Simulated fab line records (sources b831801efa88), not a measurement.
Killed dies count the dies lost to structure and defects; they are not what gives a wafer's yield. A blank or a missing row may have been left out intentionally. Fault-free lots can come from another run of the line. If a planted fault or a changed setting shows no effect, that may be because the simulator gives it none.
Which tool was responsible? | flow sky130 | 36 wafers from 12 lots sampled at 5 of the route's 708 steps

WHAT THE GAUGES SHOWED, per wafer
SKY_VIA4_RS_MEAS_19: the measuring method here is four-point-probe.
lot  | measured     | on            | VIA4_W_RS (ohm/sq)
L075 | day 42 20:40 | film-metro-04 | 0.2222 0.2250 0.2277
L077 | day 43 09:35 | film-metro-04 | 0.2282 0.2269 0.2295
L078 | day 43 22:56 | film-metro-03 | 0.2277 0.2260 0.2237
L081 | day 44 18:02 | film-metro-04 | 0.2249 0.2266 0.2251
L083 | day 45 01:50 | film-metro-04 | 0.2230 0.2259 0.2263
L085 | day 45 19:43 | film-metro-03 | 0.2305 0.2279 0.2281
L087 | day 46 01:47 | film-metro-02 | 0.2256 0.2253 0.2295
L089 | day 46 12:17 | film-metro-04 | 0.2259 0.2270 0.2279
L091 | day 47 05:27 | film-metro-04 | 0.2262 0.2229 0.2262
L093 | day 47 11:04 | film-metro-04 | 0.2267 0.2277 0.2269
L096 | day 48 04:15 | film-metro-04 | 0.2300 0.2275 0.2277
L097 | day 48 16:01 | film-metro-03 | 0.2294 0.2265 0.2279

WHICH TOOL RAN EACH LOT (tool, then ch and the chambers of the sampled wafers, then the start)
lot  | SKY_VIA3_CMP_24               | SKY_METAL4_SPUTTER_02        | SKY_CAP2M_SPUTTER_02         | SKY_VIA4_STRIP_13
L075 | cmp-01 ch 0,2, day 39 17:08   | pvd-sputter-04, day 39 17:26 | pvd-sputter-01, day 39 17:37 | plasma-asher-03 ch 0,1, day 42 19:42
L077 | cmp-02 ch 0,1,3, day 40 08:06 | pvd-sputter-03, day 40 08:27 | pvd-sputter-04, day 40 08:38 | plasma-asher-01 ch 0,1, day 43 08:44
L078 | cmp-02 ch 0,1,3, day 40 21:10 | pvd-sputter-02, day 40 21:31 | pvd-sputter-03, day 40 21:42 | plasma-asher-02 ch 0,1, day 43 22:00
L081 | cmp-02 ch 0,2,3, day 41 17:23 | pvd-sputter-03, day 41 17:44 | pvd-sputter-04, day 41 17:55 | plasma-asher-03 ch 0,1, day 44 17:11
L083 | cmp-01 ch 0,2,3, day 42 00:23 | pvd-sputter-03, day 42 00:41 | pvd-sputter-01, day 42 00:52 | plasma-asher-02 ch 0,1, day 45 01:02
L085 | cmp-01 ch 2,3, day 42 20:39   | pvd-sputter-04, day 42 21:00 | pvd-sputter-03, day 42 21:11 | plasma-asher-03 ch 0,1, day 45 18:29
L087 | cmp-01 ch 1,2, day 43 04:29   | pvd-sputter-04, day 43 04:50 | pvd-sputter-01, day 43 05:02 | plasma-asher-01 ch 0,1, day 46 00:58
L089 | cmp-01 ch 0,3, day 43 17:00   | pvd-sputter-02, day 43 17:21 | pvd-sputter-01, day 43 17:32 | plasma-asher-01 ch 0,1, day 46 11:27
L091 | cmp-01 ch 1,2,3, day 44 11:05 | pvd-sputter-04, day 44 11:26 | pvd-sputter-01, day 44 11:37 | plasma-asher-02 ch 0,1, day 47 04:38
L093 | cmp-02 ch 1,2,3, day 44 19:04 | pvd-sputter-02, day 44 19:25 | pvd-sputter-04, day 44 19:36 | plasma-asher-01 ch 0,1, day 47 10:14
L096 | cmp-01 ch 0,2, day 45 12:16   | pvd-sputter-03, day 45 12:36 | pvd-sputter-04, day 45 12:47 | plasma-asher-03 ch 0,1, day 48 03:24
L097 | cmp-02 ch 0,1,3, day 46 01:40 | pvd-sputter-03, day 46 01:55 | pvd-sputter-04, day 46 02:07 | plasma-asher-01 ch 0,1, day 48 15:11
- SKY_VIA3_CMP_24: polishes, stops on SiO2, t overpolish 20 s, target thk 0 nm.
- SKY_METAL4_SPUTTER_02: material AlCu, target thk 735 nm, time 39.1 s.
- SKY_CAP2M_SPUTTER_02: material TiN, target thk 200 nm, time 166.7 s.
- SKY_VIA4_STRIP_13: strips in O2/N2.

THE ANSWER, worked out from the rows above alone
Rule: the usual values come from the lots themselves. Put in order of their means at a reading, lots are off if they are a third of the lots or fewer, leave a main group of 4 or more, and stand apart from it by a gap of 3 or more times the standard deviation of the main group's means; of several such gaps the widest counts. A main group is skipped when, at the precision printed for the reading in the tables above, its means are all equal. A lot without any number at a reading at which 4 lots or more have one is off too. Any other lot the step has rows for is counted as sound.
No lot is off on any of the readings shown, so nothing can be concluded from this.

WHAT THE SIMULATOR HAD PUT IN
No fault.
